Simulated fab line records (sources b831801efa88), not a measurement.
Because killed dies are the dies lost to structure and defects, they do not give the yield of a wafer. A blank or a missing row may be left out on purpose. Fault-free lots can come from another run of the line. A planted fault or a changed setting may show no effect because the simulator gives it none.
fab line records / flow gf180mcu
record lots=14 wafers=42 last_day=34
route steps=602 shown HV_LDD@197 SAB@274 CONTACT@290 M2@377
lots that met no fault: from a run of the same line without faults
start_h: hours from the record's opening day to when the first of the lot's shown wafers began / wait_h: time in hours since the lot's previous step / " as in the row above / L1.1+2: a row that stands for several wafers / - no value, or no start given / * or withheld: withheld / < > ~ a bound
route shown NAME@n: NAME is a module with steps in the file, n the number in the route of the first one / usual: mean/standard deviation of fault-free wafers / same: alike in all rows / chamber/n: place in a boat / sites: per-site readings / _std_site: standard deviation across them / _edge_site: mean of outer sites minus mean of inner sites / radius_mm: for every site, how far away it sits from the centre of the wafer / mask NAME#n: copy n / behind: the most recent tool/chamber to have shaped the wafer / hold: why the lot went on hold/how many hours it stayed there/how the hold came to an end / device: the n, p or np transistor that did not switch / end of line: the route-end tests of the same wafers / a step with no rows: only its recipe / killed: dies that structure and defects cost at the first sort, which is not the same as the wafer's yield / map: dies across one wafer; x = killed, . = not, _ = none there
set.NAME: setting as actually run; set.NAME@STEP: the setting as run at that earlier step / model.NAME: the simulator's own value behind a step, which no gauge read
one table for each step of the route and one row for each wafer, over a sample of lots
services: a tool's chamber out of use, with start hour (start_h, from the record's first day; less than 0 if before it), hours out, and reason
## steps
# step GF_HV_LDD_IMPLANT_21
# recipe species=BF2 energy_kev=25 dose_cm2=5e+13 tilt_deg=7
# usual dose_ions_cm2=5e+13/5.3e+10 faraday_current_uA=282/5.9
lot.wafer=L385.2 tool=implanter-02 chamber=0 start_h=236.94 wait_h=0.0 dose_ions_cm2=4.991e+13 faraday_current_uA=271
lot.wafer=L385.3 tool=implanter-02 chamber=0 start_h=236.94 wait_h=0.0 dose_ions_cm2=4.999e+13 faraday_current_uA=283
lot.wafer=L385.5 tool=implanter-02 chamber=0 start_h=236.94 wait_h=0.0 dose_ions_cm2=5.001e+13 faraday_current_uA=294
lot.wafer=L386.2 tool=implanter-04 chamber=0 start_h=248.19 wait_h=0.0 dose_ions_cm2=5e+13 faraday_current_uA=277
lot.wafer=L386.4 tool=implanter-04 chamber=0 start_h=248.19 wait_h=0.0 dose_ions_cm2=4.999e+13 faraday_current_uA=275
lot.wafer=L386.5 tool=implanter-04 chamber=0 start_h=248.19 wait_h=0.0 dose_ions_cm2=4.995e+13 faraday_current_uA=294
lot.wafer=L388.1 tool=implanter-02 chamber=0 start_h=258.40 wait_h=0.0 dose_ions_cm2=5.001e+13 faraday_current_uA=284
lot.wafer=L388.4 tool=implanter-02 chamber=0 start_h=258.40 wait_h=0.0 dose_ions_cm2=5.009e+13 faraday_current_uA=278
lot.wafer=L388.6 tool=implanter-02 chamber=0 start_h=258.40 wait_h=0.0 dose_ions_cm2=4.999e+13 faraday_current_uA=283
lot.wafer=L389.2 tool=implanter-01 chamber=0 start_h=267.84 wait_h=0.0 dose_ions_cm2=4.993e+13 faraday_current_uA=274
lot.wafer=L389.3 tool=implanter-01 chamber=0 start_h=267.84 wait_h=0.0 dose_ions_cm2=4.999e+13 faraday_current_uA=267
lot.wafer=L389.6 tool=implanter-01 chamber=0 start_h=267.84 wait_h=0.0 dose_ions_cm2=4.996e+13 faraday_current_uA=288
lot.wafer=L391.3 tool=implanter-02 chamber=0 start_h=283.61 wait_h=0.1 dose_ions_cm2=5.005e+13 faraday_current_uA=291
lot.wafer=L391.5 tool=implanter-02 chamber=0 start_h=283.61 wait_h=0.1 dose_ions_cm2=4.99e+13 faraday_current_uA=281
lot.wafer=L391.6 tool=implanter-02 chamber=0 start_h=283.61 wait_h=0.1 dose_ions_cm2=5.001e+13 faraday_current_uA=284
lot.wafer=L392.1 tool=implanter-02 chamber=0 start_h=292.55 wait_h=0.0 dose_ions_cm2=4.998e+13 faraday_current_uA=281
lot.wafer=L392.3 tool=implanter-02 chamber=0 start_h=292.55 wait_h=0.0 dose_ions_cm2=5.003e+13 faraday_current_uA=284
lot.wafer=L392.5 tool=implanter-02 chamber=0 start_h=292.55 wait_h=0.0 dose_ions_cm2=5.003e+13 faraday_current_uA=281
lot.wafer=L393.1 tool=implanter-02 chamber=0 start_h=304.98 wait_h=0.3 dose_ions_cm2=5.004e+13 faraday_current_uA=294
lot.wafer=L393.2 tool=implanter-02 chamber=0 start_h=304.98 wait_h=0.3 dose_ions_cm2=5.005e+13 faraday_current_uA=282
lot.wafer=L393.6 tool=implanter-02 chamber=0 start_h=304.98 wait_h=0.3 dose_ions_cm2=5.002e+13 faraday_current_uA=275
lot.wafer=L394.2 tool=implanter-02 chamber=0 start_h=309.68 wait_h=0.0 dose_ions_cm2=4.991e+13 faraday_current_uA=285
lot.wafer=L394.4 tool=implanter-02 chamber=0 start_h=309.68 wait_h=0.0 dose_ions_cm2=5e+13 faraday_current_uA=289
lot.wafer=L394.5 tool=implanter-02 chamber=0 start_h=309.68 wait_h=0.0 dose_ions_cm2=4.993e+13 faraday_current_uA=281
lot.wafer=L395.3 tool=implanter-02 chamber=0 start_h=316.14 wait_h=0.1 dose_ions_cm2=3.699e+13 faraday_current_uA=203
lot.wafer=L395.4 tool=implanter-02 chamber=0 start_h=316.14 wait_h=0.1 dose_ions_cm2=3.701e+13 faraday_current_uA=209
lot.wafer=L395.6 tool=implanter-02 chamber=0 start_h=316.14 wait_h=0.1 dose_ions_cm2=3.7e+13 faraday_current_uA=212
lot.wafer=L396.2 tool=implanter-02 chamber=0 start_h=331.07 wait_h=0.1 dose_ions_cm2=3.697e+13 faraday_current_uA=211
lot.wafer=L396.3 tool=implanter-02 chamber=0 start_h=331.07 wait_h=0.1 dose_ions_cm2=3.696e+13 faraday_current_uA=212
lot.wafer=L396.5 tool=implanter-02 chamber=0 start_h=331.07 wait_h=0.1 dose_ions_cm2=3.693e+13 faraday_current_uA=202
lot.wafer=L397.1 tool=implanter-02 chamber=0 start_h=337.99 wait_h=0.0 dose_ions_cm2=3.695e+13 faraday_current_uA=203
lot.wafer=L397.3 tool=implanter-02 chamber=0 start_h=337.99 wait_h=0.0 dose_ions_cm2=3.71e+13 faraday_current_uA=213
lot.wafer=L397.4 tool=implanter-02 chamber=0 start_h=337.99 wait_h=0.0 dose_ions_cm2=3.702e+13 faraday_current_uA=213
lot.wafer=L401.2 tool=implanter-01 chamber=0 start_h=361.21 wait_h=0.0 dose_ions_cm2=4.999e+13 faraday_current_uA=276
lot.wafer=L401.3 tool=implanter-01 chamber=0 start_h=361.21 wait_h=0.0 dose_ions_cm2=4.996e+13 faraday_current_uA=290
lot.wafer=L401.4 tool=implanter-01 chamber=0 start_h=361.21 wait_h=0.0 dose_ions_cm2=5e+13 faraday_current_uA=287
lot.wafer=L406.2 tool=implanter-02 chamber=0 start_h=400.81 wait_h=0.0 dose_ions_cm2=4.998e+13 faraday_current_uA=280
lot.wafer=L406.4 tool=implanter-02 chamber=0 start_h=400.81 wait_h=0.0 dose_ions_cm2=4.99e+13 faraday_current_uA=291
lot.wafer=L406.6 tool=implanter-02 chamber=0 start_h=400.81 wait_h=0.0 dose_ions_cm2=4.996e+13 faraday_current_uA=287
lot.wafer=L407.3 tool=implanter-02 chamber=0 start_h=413.35 wait_h=0.1 dose_ions_cm2=5.006e+13 faraday_current_uA=287
lot.wafer=L407.4 tool=implanter-02 chamber=0 start_h=413.35 wait_h=0.1 dose_ions_cm2=4.998e+13 faraday_current_uA=281
lot.wafer=L407.5 tool=implanter-02 chamber=0 start_h=413.35 wait_h=0.1 dose_ions_cm2=4.998e+13 faraday_current_uA=273
# step GF_HV_LDD_TW_MEAS_23
# usual HV_LDD_2_TW=1053/9.8
lot.wafer=L385.2 tool=film_metro-03 chamber=- start_h=237.17 wait_h=0.1 HV_LDD_2_TW=1045
lot.wafer=L385.3 tool=film_metro-03 chamber=- start_h=237.17 wait_h=0.1 HV_LDD_2_TW=1049
lot.wafer=L385.5 tool=film_metro-03 chamber=- start_h=237.17 wait_h=0.1 HV_LDD_2_TW=1048
lot.wafer=L386.2 tool=film_metro-03 chamber=- start_h=248.42 wait_h=0.1 HV_LDD_2_TW=1053
lot.wafer=L386.4 tool=film_metro-03 chamber=- start_h=248.42 wait_h=0.1 HV_LDD_2_TW=1050
lot.wafer=L386.5 tool=film_metro-03 chamber=- start_h=248.42 wait_h=0.1 HV_LDD_2_TW=1047
lot.wafer=L388.1 tool=film_metro-01 chamber=- start_h=258.65 wait_h=0.1 HV_LDD_2_TW=1051
lot.wafer=L388.4 tool=film_metro-01 chamber=- start_h=258.65 wait_h=0.1 HV_LDD_2_TW=1060
lot.wafer=L388.6 tool=film_metro-01 chamber=- start_h=258.65 wait_h=0.1 HV_LDD_2_TW=1057
lot.wafer=L389.2 tool=film_metro-02 chamber=- start_h=268.07 wait_h=0.1 HV_LDD_2_TW=1051
lot.wafer=L389.3 tool=film_metro-02 chamber=- start_h=268.07 wait_h=0.1 HV_LDD_2_TW=1063
lot.wafer=L389.6 tool=film_metro-02 chamber=- start_h=268.07 wait_h=0.1 HV_LDD_2_TW=1062
lot.wafer=L391.3 tool=film_metro-02 chamber=- start_h=283.83 wait_h=0.1 HV_LDD_2_TW=1066
lot.wafer=L391.5 tool=film_metro-02 chamber=- start_h=283.83 wait_h=0.1 HV_LDD_2_TW=1061
lot.wafer=L391.6 tool=film_metro-02 chamber=- start_h=283.83 wait_h=0.1 HV_LDD_2_TW=1056
lot.wafer=L392.1 tool=film_metro-02 chamber=- start_h=292.80 wait_h=0.1 HV_LDD_2_TW=1061
lot.wafer=L392.3 tool=film_metro-02 chamber=- start_h=292.80 wait_h=0.1 HV_LDD_2_TW=1056
lot.wafer=L392.5 tool=film_metro-02 chamber=- start_h=292.80 wait_h=0.1 HV_LDD_2_TW=1057
lot.wafer=L393.1 tool=film_metro-01 chamber=- start_h=305.23 wait_h=0.1 HV_LDD_2_TW=1063
lot.wafer=L393.2 tool=film_metro-01 chamber=- start_h=305.23 wait_h=0.1 HV_LDD_2_TW=1052
lot.wafer=L393.6 tool=film_metro-01 chamber=- start_h=305.23 wait_h=0.1 HV_LDD_2_TW=1052
lot.wafer=L394.2 tool=film_metro-02 chamber=- start_h=309.91 wait_h=0.1 HV_LDD_2_TW=1057
lot.wafer=L394.4 tool=film_metro-02 chamber=- start_h=309.91 wait_h=0.1 HV_LDD_2_TW=1054
lot.wafer=L394.5 tool=film_metro-02 chamber=- start_h=309.91 wait_h=0.1 HV_LDD_2_TW=1059
lot.wafer=L395.3 tool=film_metro-03 chamber=- start_h=316.36 wait_h=0.1 HV_LDD_2_TW=945
lot.wafer=L395.4 tool=film_metro-03 chamber=- start_h=316.36 wait_h=0.1 HV_LDD_2_TW=943
lot.wafer=L395.6 tool=film_metro-03 chamber=- start_h=316.36 wait_h=0.1 HV_LDD_2_TW=943
lot.wafer=L396.2 tool=film_metro-02 chamber=- start_h=331.31 wait_h=0.1 HV_LDD_2_TW=959
lot.wafer=L396.3 tool=film_metro-02 chamber=- start_h=331.31 wait_h=0.1 HV_LDD_2_TW=961
lot.wafer=L396.5 tool=film_metro-02 chamber=- start_h=331.31 wait_h=0.1 HV_LDD_2_TW=957
lot.wafer=L397.1 tool=film_metro-01 chamber=- start_h=338.24 wait_h=0.1 HV_LDD_2_TW=961
lot.wafer=L397.3 tool=film_metro-01 chamber=- start_h=338.24 wait_h=0.1 HV_LDD_2_TW=955
lot.wafer=L397.4 tool=film_metro-01 chamber=- start_h=338.24 wait_h=0.1 HV_LDD_2_TW=955
lot.wafer=L401.2 tool=film_metro-03 chamber=- start_h=361.45 wait_h=0.1 HV_LDD_2_TW=1041
lot.wafer=L401.3 tool=film_metro-03 chamber=- start_h=361.45 wait_h=0.1 HV_LDD_2_TW=1037
lot.wafer=L401.4 tool=film_metro-03 chamber=- start_h=361.45 wait_h=0.1 HV_LDD_2_TW=1035
lot.wafer=L406.2 tool=film_metro-02 chamber=- start_h=401.05 wait_h=0.1 HV_LDD_2_TW=1068
lot.wafer=L406.4 tool=film_metro-02 chamber=- start_h=401.05 wait_h=0.1 HV_LDD_2_TW=1063
lot.wafer=L406.6 tool=film_metro-02 chamber=- start_h=401.05 wait_h=0.1 HV_LDD_2_TW=1067
lot.wafer=L407.3 tool=film_metro-02 chamber=- start_h=413.57 wait_h=0.1 HV_LDD_2_TW=1069
lot.wafer=L407.4 tool=film_metro-02 chamber=- start_h=413.57 wait_h=0.1 HV_LDD_2_TW=1070
lot.wafer=L407.5 tool=film_metro-02 chamber=- start_h=413.57 wait_h=0.1 HV_LDD_2_TW=1064
# step GF_SAB_OVL_MEAS_10
# usual SAB_OVL=-0.5/1.4
lot.wafer=L385.2 tool=overlay-02 chamber=- start_h=340.52 wait_h=0.1 SAB_OVL[nm]=0.1
lot.wafer=L385.3 tool=overlay-02 chamber=- start_h=340.52 wait_h=0.1 SAB_OVL[nm]=0.0
lot.wafer=L385.5 tool=overlay-02 chamber=- start_h=340.52 wait_h=0.1 SAB_OVL[nm]=0.1
lot.wafer=L386.2 tool=overlay-01 chamber=- start_h=353.86 wait_h=0.1 SAB_OVL[nm]=-2.1
lot.wafer=L386.4 tool=overlay-01 chamber=- start_h=353.86 wait_h=0.1 SAB_OVL[nm]=-2.6
lot.wafer=L386.5 tool=overlay-01 chamber=- start_h=353.86 wait_h=0.1 SAB_OVL[nm]=-3.2
lot.wafer=L388.1 tool=overlay-01 chamber=- start_h=366.00 wait_h=0.1 SAB_OVL[nm]=1.5
lot.wafer=L388.4 tool=overlay-01 chamber=- start_h=366.00 wait_h=0.1 SAB_OVL[nm]=1.0
lot.wafer=L388.6 tool=overlay-01 chamber=- start_h=366.00 wait_h=0.1 SAB_OVL[nm]=-0.3
lot.wafer=L389.2 tool=overlay-01 chamber=- start_h=378.72 wait_h=0.1 SAB_OVL[nm]=-0.1
lot.wafer=L389.3 tool=overlay-01 chamber=- start_h=378.72 wait_h=0.1 SAB_OVL[nm]=0.4
lot.wafer=L389.6 tool=overlay-01 chamber=- start_h=378.72 wait_h=0.1 SAB_OVL[nm]=0.3
lot.wafer=L391.3 tool=overlay-02 chamber=- start_h=397.31 wait_h=0.1 SAB_OVL[nm]=0.0
lot.wafer=L391.5 tool=overlay-02 chamber=- start_h=397.31 wait_h=0.1 SAB_OVL[nm]=-1.1
lot.wafer=L391.6 tool=overlay-02 chamber=- start_h=397.31 wait_h=0.1 SAB_OVL[nm]=-0.1
lot.wafer=L392.1 tool=overlay-01 chamber=- start_h=407.56 wait_h=0.1 SAB_OVL[nm]=-1.6
lot.wafer=L392.3 tool=overlay-01 chamber=- start_h=407.56 wait_h=0.1 SAB_OVL[nm]=-0.4
lot.wafer=L392.5 tool=overlay-01 chamber=- start_h=407.56 wait_h=0.1 SAB_OVL[nm]=-0.3
lot.wafer=L393.1 tool=overlay-02 chamber=- start_h=420.58 wait_h=0.1 SAB_OVL[nm]=1.6
lot.wafer=L393.2 tool=overlay-02 chamber=- start_h=420.58 wait_h=0.1 SAB_OVL[nm]=2.3
lot.wafer=L393.6 tool=overlay-02 chamber=- start_h=420.58 wait_h=0.1 SAB_OVL[nm]=0.8
lot.wafer=L394.2 tool=overlay-02 chamber=- start_h=428.89 wait_h=0.1 SAB_OVL[nm]=3.0
lot.wafer=L394.4 tool=overlay-02 chamber=- start_h=428.89 wait_h=0.1 SAB_OVL[nm]=0.4
lot.wafer=L394.5 tool=overlay-02 chamber=- start_h=428.89 wait_h=0.1 SAB_OVL[nm]=2.0
lot.wafer=L395.3 tool=overlay-01 chamber=- start_h=435.72 wait_h=0.1 SAB_OVL[nm]=-0.6
lot.wafer=L395.4 tool=overlay-01 chamber=- start_h=435.72 wait_h=0.1 SAB_OVL[nm]=-1.7
lot.wafer=L395.6 tool=overlay-01 chamber=- start_h=435.72 wait_h=0.1 SAB_OVL[nm]=-0.9
lot.wafer=L396.2 tool=overlay-01 chamber=- start_h=453.71 wait_h=0.1 SAB_OVL[nm]=-2.1
lot.wafer=L396.3 tool=overlay-01 chamber=- start_h=453.71 wait_h=0.1 SAB_OVL[nm]=-0.1
lot.wafer=L396.5 tool=overlay-01 chamber=- start_h=453.71 wait_h=0.1 SAB_OVL[nm]=-1.5
lot.wafer=L397.1 tool=overlay-01 chamber=- start_h=461.48 wait_h=0.1 SAB_OVL[nm]=0.5
lot.wafer=L397.3 tool=overlay-01 chamber=- start_h=461.48 wait_h=0.1 SAB_OVL[nm]=-1.3
lot.wafer=L397.4 tool=overlay-01 chamber=- start_h=461.48 wait_h=0.1 SAB_OVL[nm]=0.2
lot.wafer=L401.2 tool=overlay-01 chamber=- start_h=486.21 wait_h=0.1 SAB_OVL[nm]=-2.0
lot.wafer=L401.3 tool=overlay-01 chamber=- start_h=486.21 wait_h=0.1 SAB_OVL[nm]=-0.1
lot.wafer=L401.4 tool=overlay-01 chamber=- start_h=486.21 wait_h=0.1 SAB_OVL[nm]=-2.0
lot.wafer=L406.2 tool=overlay-01 chamber=- start_h=526.18 wait_h=0.1 SAB_OVL[nm]=-1.8
lot.wafer=L406.4 tool=overlay-01 chamber=- start_h=526.18 wait_h=0.1 SAB_OVL[nm]=-2.5
lot.wafer=L406.6 tool=overlay-01 chamber=- start_h=526.18 wait_h=0.1 SAB_OVL[nm]=-3.5
lot.wafer=L407.3 tool=overlay-01 chamber=- start_h=538.44 wait_h=0.1 SAB_OVL[nm]=0.0
lot.wafer=L407.4 tool=overlay-01 chamber=- start_h=538.44 wait_h=0.1 SAB_OVL[nm]=-1.7
lot.wafer=L407.5 tool=overlay-01 chamber=- start_h=538.44 wait_h=0.1 SAB_OVL[nm]=1.7
# step GF_CONTACT_THK_MEAS_03
# recipe reads=SiO2_of_CONTACT_CVD_02
# usual CONTACT_CVD_02_THK=856/9.9
lot.wafer=L385.2 tool=film_metro-02 chamber=- start_h=341.62 wait_h=0.0 CONTACT_CVD_02_THK[nm]=835
lot.wafer=L385.3 tool=film_metro-02 chamber=- start_h=341.62 wait_h=0.0 CONTACT_CVD_02_THK[nm]=841
lot.wafer=L385.5 tool=film_metro-02 chamber=- start_h=341.62 wait_h=0.0 CONTACT_CVD_02_THK[nm]=845
lot.wafer=L386.2 tool=film_metro-03 chamber=- start_h=354.99 wait_h=0.0 CONTACT_CVD_02_THK[nm]=860
lot.wafer=L386.4 tool=film_metro-03 chamber=- start_h=354.99 wait_h=0.0 CONTACT_CVD_02_THK[nm]=882
lot.wafer=L386.5 tool=film_metro-03 chamber=- start_h=354.99 wait_h=0.0 CONTACT_CVD_02_THK[nm]=876
lot.wafer=L388.1 tool=film_metro-02 chamber=- start_h=367.11 wait_h=0.0 CONTACT_CVD_02_THK[nm]=849
lot.wafer=L388.4 tool=film_metro-02 chamber=- start_h=367.11 wait_h=0.0 CONTACT_CVD_02_THK[nm]=856
lot.wafer=L388.6 tool=film_metro-02 chamber=- start_h=367.11 wait_h=0.0 CONTACT_CVD_02_THK[nm]=868
lot.wafer=L389.2 tool=film_metro-03 chamber=- start_h=379.80 wait_h=0.0 CONTACT_CVD_02_THK[nm]=846
lot.wafer=L389.3 tool=film_metro-03 chamber=- start_h=379.80 wait_h=0.0 CONTACT_CVD_02_THK[nm]=842
lot.wafer=L389.6 tool=film_metro-03 chamber=- start_h=379.80 wait_h=0.0 CONTACT_CVD_02_THK[nm]=859
lot.wafer=L391.3 tool=film_metro-01 chamber=- start_h=398.40 wait_h=0.1 CONTACT_CVD_02_THK[nm]=847
lot.wafer=L391.5 tool=film_metro-01 chamber=- start_h=398.40 wait_h=0.1 CONTACT_CVD_02_THK[nm]=860
lot.wafer=L391.6 tool=film_metro-01 chamber=- start_h=398.40 wait_h=0.1 CONTACT_CVD_02_THK[nm]=854
lot.wafer=L392.1 tool=film_metro-01 chamber=- start_h=408.64 wait_h=0.0 CONTACT_CVD_02_THK[nm]=865
lot.wafer=L392.3 tool=film_metro-01 chamber=- start_h=408.64 wait_h=0.0 CONTACT_CVD_02_THK[nm]=853
lot.wafer=L392.5 tool=film_metro-01 chamber=- start_h=408.64 wait_h=0.0 CONTACT_CVD_02_THK[nm]=875
lot.wafer=L393.1 tool=film_metro-01 chamber=- start_h=421.69 wait_h=0.0 CONTACT_CVD_02_THK[nm]=844
lot.wafer=L393.2 tool=film_metro-01 chamber=- start_h=421.69 wait_h=0.0 CONTACT_CVD_02_THK[nm]=840
lot.wafer=L393.6 tool=film_metro-01 chamber=- start_h=421.69 wait_h=0.0 CONTACT_CVD_02_THK[nm]=847
lot.wafer=L394.2 tool=film_metro-01 chamber=- start_h=430.08 wait_h=0.0 CONTACT_CVD_02_THK[nm]=853
lot.wafer=L394.4 tool=film_metro-01 chamber=- start_h=430.08 wait_h=0.0 CONTACT_CVD_02_THK[nm]=869
lot.wafer=L394.5 tool=film_metro-01 chamber=- start_h=430.08 wait_h=0.0 CONTACT_CVD_02_THK[nm]=876
lot.wafer=L395.3 tool=film_metro-02 chamber=- start_h=436.81 wait_h=0.1 CONTACT_CVD_02_THK[nm]=853
lot.wafer=L395.4 tool=film_metro-02 chamber=- start_h=436.81 wait_h=0.1 CONTACT_CVD_02_THK[nm]=866
lot.wafer=L395.6 tool=film_metro-02 chamber=- start_h=436.81 wait_h=0.1 CONTACT_CVD_02_THK[nm]=865
lot.wafer=L396.2 tool=film_metro-01 chamber=- start_h=454.79 wait_h=0.0 CONTACT_CVD_02_THK[nm]=853
lot.wafer=L396.3 tool=film_metro-01 chamber=- start_h=454.79 wait_h=0.0 CONTACT_CVD_02_THK[nm]=851
lot.wafer=L396.5 tool=film_metro-01 chamber=- start_h=454.79 wait_h=0.0 CONTACT_CVD_02_THK[nm]=864
lot.wafer=L397.1 tool=film_metro-02 chamber=- start_h=462.64 wait_h=0.0 CONTACT_CVD_02_THK[nm]=845
lot.wafer=L397.3 tool=film_metro-02 chamber=- start_h=462.64 wait_h=0.0 CONTACT_CVD_02_THK[nm]=849
lot.wafer=L397.4 tool=film_metro-02 chamber=- start_h=462.64 wait_h=0.0 CONTACT_CVD_02_THK[nm]=858
lot.wafer=L401.2 tool=film_metro-01 chamber=- start_h=487.37 wait_h=0.0 CONTACT_CVD_02_THK[nm]=844
lot.wafer=L401.3 tool=film_metro-01 chamber=- start_h=487.37 wait_h=0.0 CONTACT_CVD_02_THK[nm]=856
lot.wafer=L401.4 tool=film_metro-01 chamber=- start_h=487.37 wait_h=0.0 CONTACT_CVD_02_THK[nm]=866
lot.wafer=L406.2 tool=film_metro-03 chamber=- start_h=527.26 wait_h=0.0 CONTACT_CVD_02_THK[nm]=850
lot.wafer=L406.4 tool=film_metro-03 chamber=- start_h=527.26 wait_h=0.0 CONTACT_CVD_02_THK[nm]=853
lot.wafer=L406.6 tool=film_metro-03 chamber=- start_h=527.26 wait_h=0.0 CONTACT_CVD_02_THK[nm]=858
lot.wafer=L407.3 tool=film_metro-02 chamber=- start_h=539.52 wait_h=0.1 CONTACT_CVD_02_THK[nm]=843
lot.wafer=L407.4 tool=film_metro-02 chamber=- start_h=539.52 wait_h=0.1 CONTACT_CVD_02_THK[nm]=860
lot.wafer=L407.5 tool=film_metro-02 chamber=- start_h=539.52 wait_h=0.1 CONTACT_CVD_02_THK[nm]=862
# step GF_M2_OVL_MEAS_15
# usual M2_OVL=-8/5.2
lot.wafer=L385.2 tool=overlay-01 chamber=- start_h=439.91 wait_h=0.1 M2_OVL[nm]=-15
lot.wafer=L385.3 tool=overlay-01 chamber=- start_h=439.91 wait_h=0.1 M2_OVL[nm]=-8
lot.wafer=L385.5 tool=overlay-01 chamber=- start_h=439.91 wait_h=0.1 M2_OVL[nm]=-6
lot.wafer=L386.2 tool=overlay-01 chamber=- start_h=453.89 wait_h=0.1 M2_OVL[nm]=-11
lot.wafer=L386.4 tool=overlay-01 chamber=- start_h=453.89 wait_h=0.1 M2_OVL[nm]=-11
lot.wafer=L386.5 tool=overlay-01 chamber=- start_h=453.89 wait_h=0.1 M2_OVL[nm]=-9
lot.wafer=L388.1 tool=overlay-01 chamber=- start_h=467.53 wait_h=0.1 M2_OVL[nm]=-8
lot.wafer=L388.4 tool=overlay-01 chamber=- start_h=467.53 wait_h=0.1 M2_OVL[nm]=-9
lot.wafer=L388.6 tool=overlay-01 chamber=- start_h=467.53 wait_h=0.1 M2_OVL[nm]=-9
lot.wafer=L389.2 tool=overlay-01 chamber=- start_h=481.96 wait_h=0.1 M2_OVL[nm]=-5
lot.wafer=L389.3 tool=overlay-01 chamber=- start_h=481.96 wait_h=0.1 M2_OVL[nm]=-12
lot.wafer=L389.6 tool=overlay-01 chamber=- start_h=481.96 wait_h=0.1 M2_OVL[nm]=-4
lot.wafer=L391.3 tool=overlay-02 chamber=- start_h=499.76 wait_h=0.1 M2_OVL[nm]=-10
lot.wafer=L391.5 tool=overlay-02 chamber=- start_h=499.76 wait_h=0.1 M2_OVL[nm]=-8
lot.wafer=L391.6 tool=overlay-02 chamber=- start_h=499.76 wait_h=0.1 M2_OVL[nm]=-2
lot.wafer=L392.1 tool=overlay-01 chamber=- start_h=510.05 wait_h=0.1 M2_OVL[nm]=-7
lot.wafer=L392.3 tool=overlay-01 chamber=- start_h=510.05 wait_h=0.1 M2_OVL[nm]=-12
lot.wafer=L392.5 tool=overlay-01 chamber=- start_h=510.05 wait_h=0.1 M2_OVL[nm]=3
lot.wafer=L393.1 tool=overlay-02 chamber=- start_h=522.65 wait_h=0.1 M2_OVL[nm]=-15
lot.wafer=L393.2 tool=overlay-02 chamber=- start_h=522.65 wait_h=0.1 M2_OVL[nm]=-18
lot.wafer=L393.6 tool=overlay-02 chamber=- start_h=522.65 wait_h=0.1 M2_OVL[nm]=-18
lot.wafer=L394.2 tool=overlay-02 chamber=- start_h=531.11 wait_h=0.1 M2_OVL[nm]=-14
lot.wafer=L394.4 tool=overlay-02 chamber=- start_h=531.11 wait_h=0.1 M2_OVL[nm]=-9
lot.wafer=L394.5 tool=overlay-02 chamber=- start_h=531.11 wait_h=0.1 M2_OVL[nm]=-15
lot.wafer=L395.3 tool=overlay-02 chamber=- start_h=537.02 wait_h=0.1 M2_OVL[nm]=-10
lot.wafer=L395.4 tool=overlay-02 chamber=- start_h=537.02 wait_h=0.1 M2_OVL[nm]=-7
lot.wafer=L395.6 tool=overlay-02 chamber=- start_h=537.02 wait_h=0.1 M2_OVL[nm]=0
lot.wafer=L396.2 tool=overlay-02 chamber=- start_h=553.77 wait_h=0.1 M2_OVL[nm]=-5
lot.wafer=L396.3 tool=overlay-02 chamber=- start_h=553.77 wait_h=0.1 M2_OVL[nm]=-3
lot.wafer=L396.5 tool=overlay-02 chamber=- start_h=553.77 wait_h=0.1 M2_OVL[nm]=-8
lot.wafer=L397.1 tool=overlay-02 chamber=- start_h=560.80 wait_h=0.1 M2_OVL[nm]=-5
lot.wafer=L397.3 tool=overlay-02 chamber=- start_h=560.80 wait_h=0.1 M2_OVL[nm]=-14
lot.wafer=L397.4 tool=overlay-02 chamber=- start_h=560.80 wait_h=0.1 M2_OVL[nm]=-2
lot.wafer=L401.2 tool=overlay-01 chamber=- start_h=582.33 wait_h=0.1 M2_OVL[nm]=-5
lot.wafer=L401.3 tool=overlay-01 chamber=- start_h=582.33 wait_h=0.1 M2_OVL[nm]=-12
lot.wafer=L401.4 tool=overlay-01 chamber=- start_h=582.33 wait_h=0.1 M2_OVL[nm]=0
lot.wafer=L406.2 tool=overlay-01 chamber=- start_h=622.57 wait_h=0.1 M2_OVL[nm]=-12
lot.wafer=L406.4 tool=overlay-01 chamber=- start_h=622.57 wait_h=0.1 M2_OVL[nm]=-11
lot.wafer=L406.6 tool=overlay-01 chamber=- start_h=622.57 wait_h=0.1 M2_OVL[nm]=-14
lot.wafer=L407.3 tool=overlay-02 chamber=- start_h=628.91 wait_h=0.1 M2_OVL[nm]=-7
lot.wafer=L407.4 tool=overlay-02 chamber=- start_h=628.91 wait_h=0.1 M2_OVL[nm]=-7
lot.wafer=L407.5 tool=overlay-02 chamber=- start_h=628.91 wait_h=0.1 M2_OVL[nm]=-13
## services
tool=implanter-04 chamber=- start_h=232.72 hours=4.3 kind=pm
tool=implanter-04 chamber=- start_h=281.43 hours=123.6 kind=pm
tool=implanter-01 chamber=- start_h=323.31 hours=1.0 kind=repair
tool=implanter-01 chamber=- start_h=326.32 hours=5.1 kind=pm
tool=implanter-02 chamber=- start_h=352.94 hours=3.7 kind=repair
tool=implanter-02 chamber=- start_h=402.21 hours=0.8 kind=repair
tool=implanter-04 chamber=- start_h=405.97 hours=1.6 kind=repair
tool=implanter-01 chamber=- start_h=409.00 hours=6.2 kind=pm
## key
first_sign step=GF_HV_LDD_IMPLANT_21 reading=dose_ions_cm2 direction=down sigmas=99+ usual=5e+13 struck=3.699e+13
effect step=GF_HV_LDD_IMPLANT_21 reading=faraday_current_uA direction=down sigmas=12 usual=282 struck=209
effect step=GF_HV_LDD_TW_MEAS_23 reading=HV_LDD_2_TW direction=down sigmas=10 usual=1053 struck=953
met_at GF_HV_LDD_IMPLANT_21
struck_lots L395,L396,L397
tester_left_out L395,L396,L397
not_acting_at GF_SAB_OVL_MEAS_10,GF_CONTACT_THK_MEAS_03,GF_M2_OVL_MEAS_15
onset_between 309.68 316.14
fault kind=process_parameter_drift tool=implanter-02 chamber=- onset_h=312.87 steps=GF_HV_LDD_IMPLANT_21 channel=dose_cm2 offset=-1.302e+13 shape=step end_h=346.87 acts_in=these_recipes_only stated=5e+13
# tester_left_out: of these lots the tester's yield and bins aren't shown, on N5 and GAA mostly nor the transistor test; their killed dies are dies lost to structure and defects alone, not to doping, threshold or leakage, so they don't give the yield
